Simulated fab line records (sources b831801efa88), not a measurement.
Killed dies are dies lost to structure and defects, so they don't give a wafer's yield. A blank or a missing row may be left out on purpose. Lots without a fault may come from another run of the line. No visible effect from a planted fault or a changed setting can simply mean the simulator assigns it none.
fab line records	flow sky130
[record] lots = 6	wafers = 18	last_day = 50
route steps=708 shown VIA1@467 METAL2@483 PAD_OPEN@708
lots that met no fault: taken from a fault-free run of the same line
start_h: hours from the record's opening day to when the first of the lot's shown wafers began	wait_h: how many hours have passed since the lot's step before this one	" identical to the entry in the row above	L1.1+2: a row that stands for several wafers	- no value, or no start given	* or withheld: withheld	< > ~ a bound
route shown NAME@n: names a module that has steps shown in the file, with the first one's number in the route	usual: mean/standard deviation of fault-free wafers	same: alike in all rows	chamber/n: place in a boat	sites: each site's reading	_std_site: how widely they spread, as a standard deviation	_edge_site: inner sites' mean taken away from outer sites' mean	radius_mm: how far each site lies from the wafer's centre	mask NAME#n: copy n	behind: tool/chamber where the wafer was last shaped	hold: the reason the lot was held/the length of the hold in hours/how it ended	device: which transistor (n, p or np) failed to switch	end of line: tests of these same wafers at the route's end	where a step has no rows: the recipe by itself	killed: dies lost to structure and defects at the first sort, not the wafer's yield	map: the dies of a wafer, with x for killed, . for not killed, _ for no die there
set.NAME: the setting the step ran with; set.NAME@STEP: the setting that earlier step ran with	model.NAME: the simulator's own value behind a step, which no gauge read
lots seen at some steps along the route; tables by step, rows by wafer
services: from which hour (start_h, from the record's first day; less than 0 if before it) a tool's chamber was out of use, for how many hours, and why
[[steps]]
[step SKY_VIA1_EXPOSE_09]
[recipe] mask_id = VIM	na = 0.8	source_shape = annular	sigma_inner = 0.55	sigma_outer = 0.85	target_cd_nm = 150	dose_mj = 38
[step SKY_VIA1_PEB_10]
[recipe] peb_temp_c = withheld	peb_time_s = withheld	resist = KrF-thick
[step SKY_VIA1_DEVELOP_11]
[recipe] develop_time_s = 60	resist = KrF-thick	dev_temp_c = 21
[step SKY_VIA1_CD_MEAS_12]
[recipe] target_cd_nm = 150
[usual] cd_nm = 149.7/1.5
lot.wafer	tool	chamber	start_h	wait_h	cd_nm
L951.2	cd_sem-02	-	807.46	-	150.0
L951.3	"	-	"	"	150.9
L951.4	"	-	"	"	150.0
L953.2	cd_sem-02	-	829.95	-	150.7
L953.4	"	-	"	"	153.3
L953.6	"	-	"	"	150.8
L961.1	cd_sem-02	-	880.81	-	149.9
L961.2	"	-	"	"	148.8
L961.6	"	-	"	"	150.0
L963.1	cd_sem-01	-	896.64	-	147.4
L963.2	"	-	"	"	149.6
L963.5	"	-	"	"	148.9
L966.2	cd_sem-01	-	923.86	-	151.7
L966.4	"	-	"	"	152.5
L966.6	"	-	"	"	151.0
L972.3	cd_sem-02	-	973.08	-	150.4
L972.5	"	-	"	"	148.6
L972.6	"	-	"	"	149.5
[step SKY_VIA1_OVL_MEAS_13]
[usual] VIA1_OVL = 1/6.4
lot.wafer	tool	chamber	start_h	wait_h	VIA1_OVL[nm]
L951.2	overlay-02	-	807.57	0.1	-6
L951.3	"	-	"	"	-9
L951.4	"	-	"	"	-7
L953.2	overlay-01	-	830.06	0.1	0
L953.4	"	-	"	"	0
L953.6	"	-	"	"	-3
L961.1	overlay-01	-	880.93	0.1	1
L961.2	"	-	"	"	11
L961.6	"	-	"	"	9
L963.1	overlay-01	-	896.76	0.1	2
L963.2	"	-	"	"	-5
L963.5	"	-	"	"	6
L966.2	overlay-01	-	923.96	0.1	-2
L966.4	"	-	"	"	0
L966.6	"	-	"	"	2
L972.3	overlay-01	-	973.17	0.1	-8
L972.5	"	-	"	"	-15
L972.6	"	-	"	"	-6
[step SKY_VIA1_ETCH_14]
[recipe] chemistry = N2/H2	target = BARC	ion_energy_ev = 200	source_w = 500	bias_w = 100	pressure_mtorr = 30	n2_flow_sccm = 100	h2_flow_sccm = 200	stop_on = SiO2	time_s = 45.9	target_depth_a = 600
[usual] drypump_motor_current_A = 5.6/0.46	oes_product_au = 0.855/0.0046	rf_fwd_power_W = 495.1/2.4	throttle_valve_pct = 13.225/0.0094
[same] time_s = 45.9
lot.wafer	tool	chamber	start_h	wait_h	drypump_motor_current_A	oes_product_au	rf_fwd_power_W	rf_hours_counter_h	throttle_valve_pct
L951.2	rie_diel-01	3	807.60	0.0	6.0	0.860	493.0	19	13.218
L951.3	"	2	"	"	5.5	0.851	497.5	3	13.215
L951.4	"	0	"	"	5.5	0.854	497.0	8	13.211
L953.2	rie_diel-04	1	830.09	0.0	5.7	0.859	495.3	18	13.221
L953.4	"	0	"	"	5.6	0.854	497.0	6	13.250
L953.6	"	3	"	"	5.4	0.857	494.5	-	13.204
L961.1	rie_diel-01	0	880.97	0.0	5.5	0.858	496.1	9	13.215
L961.2	"	2	"	"	5.5	0.862	497.6	5	13.230
L961.6	"	3	"	"	6.1	0.849	492.3	-	13.232
L963.1	rie_diel-03	2	896.79	0.0	4.8	0.849	492.8	11	13.228
L963.2	"	3	"	"	5.6	0.850	498.2	15	13.242
L963.5	"	0	"	"	6.4	0.852	498.3	-	13.227
L966.2	rie_diel-04	1	923.99	0.0	5.7	0.849	496.1	21	13.214
L966.4	"	2	"	"	5.6	0.855	496.5	7	13.219
L966.6	"	3	"	"	5.4	0.847	498.4	-	13.223
L972.3	rie_diel-03	3	973.19	0.0	5.6	0.851	496.7	18	13.222
L972.5	"	3	"	"	5.6	0.859	498.8	-	13.214
L972.6	"	2	"	"	4.8	0.859	492.4	-	13.216
[step SKY_VIA1_ETCH_15]
[recipe] target = SiO2	chemistry = C4F8/O2/Ar	target_depth_nm = 351	stop_on = TiN	mask_material = KrF-thick	source_w = 1500	bias_w = 1200	pressure_mtorr = 40	c4f8_flow_sccm = withheld	O2_flow_sccm = 6	Ar_flow_sccm = 300	time_s = 54
[usual] oes_product_au = 0.982/0.0063	rf_fwd_power_W = 1488/7
[same] time_s = 54
lot.wafer	tool	chamber	start_h	wait_h	oes_product_au	rf_fwd_power_W	rf_hours_counter_h
L951.2	rie_diel-01	3	807.64	0.0	0.987	1482	19
L951.3	"	2	"	"	0.983	1494	3
L951.4	"	0	"	"	0.990	1495	8
L953.2	rie_diel-04	1	830.13	0.0	0.981	1482	18
L953.4	"	0	"	"	0.981	1491	6
L953.6	"	3	"	"	0.975	1482	-
L961.1	rie_diel-01	0	881.01	0.0	0.982	1485	9
L961.2	"	2	"	"	0.983	1482	5
L961.6	"	3	"	"	0.985	1486	-
L963.1	rie_diel-03	2	896.83	0.0	0.995	1483	11
L963.2	"	3	"	"	0.971	1494	15
L963.5	"	0	"	"	0.988	1487	-
L966.2	rie_diel-04	1	924.03	0.0	0.990	1487	21
L966.4	"	2	"	"	0.977	1495	7
L966.6	"	3	"	"	0.976	1484	-
L972.3	rie_diel-03	3	973.23	0.0	0.974	1492	18
L972.5	"	3	"	"	0.983	1497	-
L972.6	"	2	"	"	0.987	1474	-
[step SKY_VIA1_STRIP_16]
[recipe] chemistry = O2/N2	power_w = 1400	pressure_mtorr = 1500	platen_temp_c = withheld	o2_flow_sccm = 3000	n2_flow_sccm = 300	overash_fraction = 0.5
[usual] drypump_motor_current_A = 6.0/0.46	o2_flow_sccm = 2998/9.3	oes_product_au = 0.416/0.0047	strip_time_to_endpoint_s = 4.464/0.026
lot.wafer	tool	chamber	start_h	wait_h	drypump_motor_current_A	o2_flow_sccm	oes_product_au	rf_hours_counter_h	strip_time_to_endpoint_s
L951.2	plasma_asher-01	0	807.69	0.0	6.0	2991	0.424	93	4.485
L951.3	"	0	"	"	6.0	2987	0.413	-	4.488
L951.4	"	1	"	"	5.6	3004	0.416	-	4.482
L953.2	plasma_asher-04	0	830.18	0.0	5.4	2987	0.411	9	4.491
L953.4	"	1	"	"	6.6	3006	0.415	-	4.466
L953.6	"	0	"	"	5.4	2990	0.415	-	4.466
L961.1	plasma_asher-03	0	881.06	0.0	6.4	2998	0.408	45	4.435
L961.2	"	1	"	"	6.4	3005	0.423	45	4.482
L961.6	"	1	"	"	6.4	3009	0.422	-	4.460
L963.1	plasma_asher-01	1	896.88	0.0	5.6	2997	0.415	102	4.429
L963.2	"	0	"	"	6.0	3004	0.415	102	4.502
L963.5	"	0	"	"	6.0	3001	0.411	-	4.476
L966.2	plasma_asher-01	0	924.08	0.0	6.0	3010	0.418	105	4.466
L966.4	"	1	"	"	5.6	3013	0.419	-	4.464
L966.6	"	0	"	"	6.0	2992	0.421	-	4.487
L972.3	plasma_asher-01	1	973.31	0.1	5.6	2999	0.415	-	4.480
L972.5	"	0	"	"	5.9	3013	0.416	-	4.477
L972.6	"	1	"	"	5.6	3001	0.413	-	4.415
[step SKY_VIA1_STRIP_17]
[recipe] chemistry = post_etch_residue_remover	time_s = 1200	temp_c = 72.5
[step SKY_VIA1_CLEAN_18]
[recipe] chemistry = IPA	time_s = 180	temp_c = 25
[step SKY_VIA1_CLEAN_19]
[recipe] chemistry = O3/DIW	dry = n2_spin
[step SKY_VIA1_SPUTTER_20]
[recipe] material = TiN	target_thk_nm = 20	chamber_pressure_pa = 5	power_w = 4000	time_s = 80
[usual] throttle_valve_pct = 30.2/0.76
[same] time_s = 80
lot.wafer	tool	chamber	start_h	wait_h	throttle_valve_pct
L951.2	pvd_sputter-03	-	808.29	0.0	29.8
L951.3	"	-	"	"	30.8
L951.4	"	-	"	"	30.7
L953.2	pvd_sputter-04	-	830.77	0.0	30.9
L953.4	"	-	"	"	29.8
L953.6	"	-	"	"	30.9
L961.1	pvd_sputter-03	-	881.65	0.0	29.9
L961.2	"	-	"	"	30.3
L961.6	"	-	"	"	30.9
L963.1	pvd_sputter-02	-	897.81	0.0	31.0
L963.2	"	-	"	"	30.5
L963.5	"	-	"	"	31.1
L966.2	pvd_sputter-04	-	924.72	0.0	30.3
L966.4	"	-	"	"	30.6
L966.6	"	-	"	"	30.1
L972.3	pvd_sputter-03	-	973.88	0.0	30.1
L972.5	"	-	"	"	30.4
L972.6	"	-	"	"	30.2
[step SKY_VIA1_CVD_21]
[recipe] material = W	target_thk_nm = 270	time_s = 80.902	temp_c = 400	pressure_torr = 40
[usual] heater_power_w = 870/55
lot.wafer	tool	chamber	start_h	wait_h	heater_power_w	model.W_of_VIA1_CVD_21.thk_nm
L951.2	cvd_w-01	0	808.35	0.0	927	273.5
L951.3	"	0	"	"	945	276.9
L951.4	"	1	"	"	795	268.6
L953.2	cvd_w-02	1	830.83	0.0	927	277.5
L953.4	"	1	"	"	887	273.9
L953.6	"	1	"	"	892	275.9
L961.1	cvd_w-01	0	881.71	0.0	940	100.5
L961.2	"	1	"	"	797	269.5
L961.6	"	1	"	"	828	266.7
L963.1	cvd_w-01	1	897.87	0.0	809	265.7
L963.2	"	0	"	"	944	98.47
L963.5	"	1	"	"	814	266.8
L966.2	cvd_w-02	1	924.78	0.0	869	273.9
L966.4	"	0	"	"	808	262.3
L966.6	"	1	"	"	855	273.8
L972.3	cvd_w-01	0	973.98	0.1	962	272.2
L972.5	"	1	"	"	817	265.2
L972.6	"	0	"	"	922	270
[step SKY_VIA1_RS_MEAS_22]
[recipe] thk_meas_gauge = four-point-probe	reads = W_of_VIA1_CVD_21+TiN_of_VIA1_SPUTTER_20
[usual] VIA1_W_RS = 0.425/0.0074
lot.wafer	tool	chamber	start_h	wait_h	VIA1_W_RS[ohm/sq]
L951.2	film_metro-04	-	808.46	0.1	0.422
L951.3	"	-	"	"	0.416
L951.4	"	-	"	"	0.429
L953.2	film_metro-02	-	830.94	0.1	0.415
L953.4	"	-	"	"	0.421
L953.6	"	-	"	"	0.417
L961.1	film_metro-01	-	881.80	0.1	1.172
L961.2	"	-	"	"	0.427
L961.6	"	-	"	"	0.431
L963.1	film_metro-04	-	897.97	0.1	0.434
L963.2	"	-	"	"	1.202
L963.5	"	-	"	"	0.432
L966.2	film_metro-02	-	924.89	0.1	0.421
L966.4	"	-	"	"	0.440
L966.6	"	-	"	"	0.421
L972.3	film_metro-01	-	974.08	0.1	0.421
L972.5	"	-	"	"	0.433
L972.6	"	-	"	"	0.425
[step SKY_VIA1_THK_MEAS_23]
[recipe] thk_meas_gauge = xrf	reads = W_of_VIA1_CVD_21
[usual] VIA1_W_THK = 268/4.5
lot.wafer	tool	chamber	start_h	wait_h	VIA1_W_THK[nm]
L951.2	film_metro-04	-	808.57	0.1	273
L951.3	"	-	"	"	273
L951.4	"	-	"	"	267
L953.2	film_metro-02	-	831.05	0.1	275
L953.4	"	-	"	"	272
L953.6	"	-	"	"	273
L961.1	film_metro-01	-	881.92	0.1	100
L961.2	"	-	"	"	268
L961.6	"	-	"	"	266
L963.1	film_metro-04	-	898.09	0.1	263
L963.2	"	-	"	"	98
L963.5	"	-	"	"	263
L966.2	film_metro-02	-	925.00	0.1	271
L966.4	"	-	"	"	258
L966.6	"	-	"	"	272
L972.3	film_metro-01	-	974.18	0.1	272
L972.5	"	-	"	"	265
L972.6	"	-	"	"	269
[step SKY_VIA1_CMP_24]
[recipe] stop_on = SiO2	t_overpolish_s = 15	down_force_psi = 3.5	platen_rpm = 60	target_thk_nm = 0	pad_velocity_m_s = 0.94248
[usual] motor_current_A = 10.7/1.2	time_to_endpoint_s = 67/3.5
lot.wafer	tool	chamber	start_h	wait_h	motor_current_A	time_to_endpoint_s
L951.4	cmp-01	0	808.62	0.0	12.0	65
L951.3	"	2	"	"	8.9	70
L951.2	"	3	"	"	9.4	63
L953.2	cmp-01	1	831.10	0.0	9.6	68
L953.4	"	3	"	"	9.4	65
L953.6	"	1	"	"	9.8	66
L961.1	cmp-02	2	882.03	0.1	9.7	23
L961.2	"	0	"	"	10.7	67
L961.6	"	2	"	"	9.3	67
L963.2	cmp-01	3	898.20	0.1	9.2	25
L963.1	"	0	"	"	11.1	66
L963.5	"	3	"	"	10.1	65
L966.4	cmp-02	0	925.05	0.0	11.3	70
L966.2	"	1	"	"	11.7	65
L966.6	"	1	"	"	11.1	67
L972.3	cmp-01	0	974.27	0.1	12.2	64
L972.5	"	3	"	"	9.6	59
L972.6	"	0	"	"	11.7	64
[step SKY_METAL2_SPUTTER_00]
[recipe] material = Ti	target_thk_nm = 15	power_w = 3000	time_s = 10	chamber_pressure_pa = 0.4
[usual] throttle_valve_pct = 29.5/1.3
[same] time_s = 10
lot.wafer	tool	chamber	start_h	wait_h	throttle_valve_pct
L951.2	pvd_sputter-02	-	808.92	0.1	31.4
L951.3	"	-	"	"	30.7
L951.4	"	-	"	"	29.6
L953.2	pvd_sputter-03	-	831.40	0.2	30.9
L953.4	"	-	"	"	30.6
L953.6	"	-	"	"	30.8
L961.1	pvd_sputter-03	-	882.28	0.2	30.3
L961.2	"	-	"	"	31.2
L961.6	"	-	"	"	30.2
L963.1	pvd_sputter-01	-	898.45	0.1	29.2
L963.2	"	-	"	"	27.2
L963.5	"	-	"	"	29.3
L966.2	pvd_sputter-02	-	925.35	0.2	31.4
L966.4	"	-	"	"	30.9
L966.6	"	-	"	"	29.6
L972.3	pvd_sputter-01	-	974.52	0.2	29.4
L972.5	"	-	"	"	27.0
L972.6	"	-	"	"	29.3
[step SKY_PAD_OPEN_PROBE_99]
[usual] defect_limited_yield = 82.1/1.9	killed_at_M0_to_M3 = 45/6.8	killed_at_M4_up = 3.0/1.7	killed_at_contacts = 25/5.7	killed_at_front_end = 15/4.6	killed_at_other = 0.3/0.66	killed_dies = 88/9.5	killed_open = 48/7.3	killed_short = 39/6.5	sort_bin_3_pad_short = 0.9/0.47	sort_bin_5_function = 10.6/1.5	sort_bin_6_memory = 6.4/1.2	sort_n_pass = 404/9.5	sort_yield_pct = 82.1/1.9
[same] gross_dies = 492	killed_at_back_side = 0	sort_bin_4_leakage[%] = 0	sort_bin_8_speed[%] = 0
lot.wafer	tool	chamber	start_h	wait_h	defect_limited_yield[%]	killed_at_M0_to_M3	killed_at_M4_up	killed_at_contacts	killed_at_front_end	killed_at_other	killed_dies	killed_open	killed_short	sort_bin_3_pad_short[%]	sort_bin_5_function[%]	sort_bin_6_memory[%]	sort_n_pass	sort_yield_pct[%]
L951.2	prober-01	-	1088.25	0.1	84.6	42	3	15	15	1	76	37	38	1.2	9.1	5.1	416	84.6
L951.3	prober-01	-	1088.30	0.2	81.1	52	1	21	19	0	93	53	39	1.0	11.0	6.9	399	81.1
L951.4	prober-01	-	1088.35	0.2	84.3	32	1	28	16	0	77	51	25	0.6	10.0	5.1	415	84.3
// killed by level:class
L951.2 VIA1:geometric_particle:open=10 LI_CONTACT:geometric_particle:open=7 VIA1:geometric_particle:short=7 METAL1:geometric_particle:short=7 VIA3:geometric_particle:open=5 VIA2:geometric_particle:open=5 POLY_GATE:geometric_particle:open=4 VIA2:geometric_particle:short=4
L951.3 VIA1:geometric_particle:open=12 VIA2:geometric_particle:open=11 VIA1:geometric_particle:short=7 VIA3:geometric_particle:open=7 POLY_GATE:geometric_particle:open=6 FIELD_ISO:geometric_particle:short=5 CONTACT:geometric_particle:short=5 LI_CONTACT:geometric_particle:open=5
L951.4 LI_CONTACT:geometric_particle:open=11 VIA1:geometric_particle:open=8 CONTACT:geometric_particle:open=7 FIELD_ISO:geometric_particle:open=5 CONTACT:geometric_particle:short=5 METAL2:geometric_particle:short=5 VIA1:geometric_particle:short=4 VIA2:geometric_particle:open=4
[[services]]
tool	chamber	start_h	hours	kind
cmp-02	-	792.80	5.1	pm
cmp-02	-	800.27	2.1	repair
cmp-02	-	801.34	0.4	repair
pvd_sputter-03	-	801.55	6.2	repair
cvd_w-01	-	804.16	2.8	pm
rie_diel-03	1	806.29	4.7	repair
rie_diel-01	0	817.27	7.7	repair
cmp-01	-	817.28	5.5	pm
cmp-01	-	824.66	0.5	repair
plasma_asher-03	-	824.98	3.7	repair
pvd_sputter-04	-	826.34	2.9	repair
pvd_sputter-02	-	835.46	11.5	repair
cvd_w-01	1	841.41	10.0	repair
pvd_sputter-01	-	851.15	2.5	repair
cmp-01	-	861.68	2.6	repair
cvd_w-01	-	901.63	0.6	repair
cvd_w-02	-	904.00	14.0	pm
cmp-01	-	912.47	4.0	pm
rie_diel-03	-	913.74	2.8	pm
cvd_w-01	-	919.61	1.2	repair
rie_diel-03	2	935.19	2.5	repair
rie_diel-04	3	939.69	2.0	repair
cmp-02	-	955.26	0.5	repair
cvd_w-01	1	974.28	2.7	repair
[[key]]
[first_sign] step = SKY_VIA1_RS_MEAS_22	reading = VIA1_W_RS	direction = up	sigmas = 99+	usual = 0.425	struck = 1.187
[effect] step = SKY_VIA1_THK_MEAS_23	reading = VIA1_W_THK	direction = down	sigmas = 38	usual = 268	struck = 99
[effect] step = SKY_VIA1_CMP_24	reading = time_to_endpoint_s	direction = down	sigmas = 12	usual = *	struck = *
[model_effect] step = SKY_VIA1_CVD_21	value = W_of_VIA1_CVD_21.thk_nm	without = 275.1	struck = 99.49
met_at SKY_VIA1_CVD_21
struck_wafers L961.1,L963.2
onset_between 808.35 881.71
[fault] kind = process_parameter_drift	tool = cvd_w-01	chamber = 0	onset_h = 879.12	steps = SKY_VIA1_CVD_21	channel = target_thk_nm	offset = -173.87	shape = step	end_h = 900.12	acts_in = these_recipes_only	stated = 270
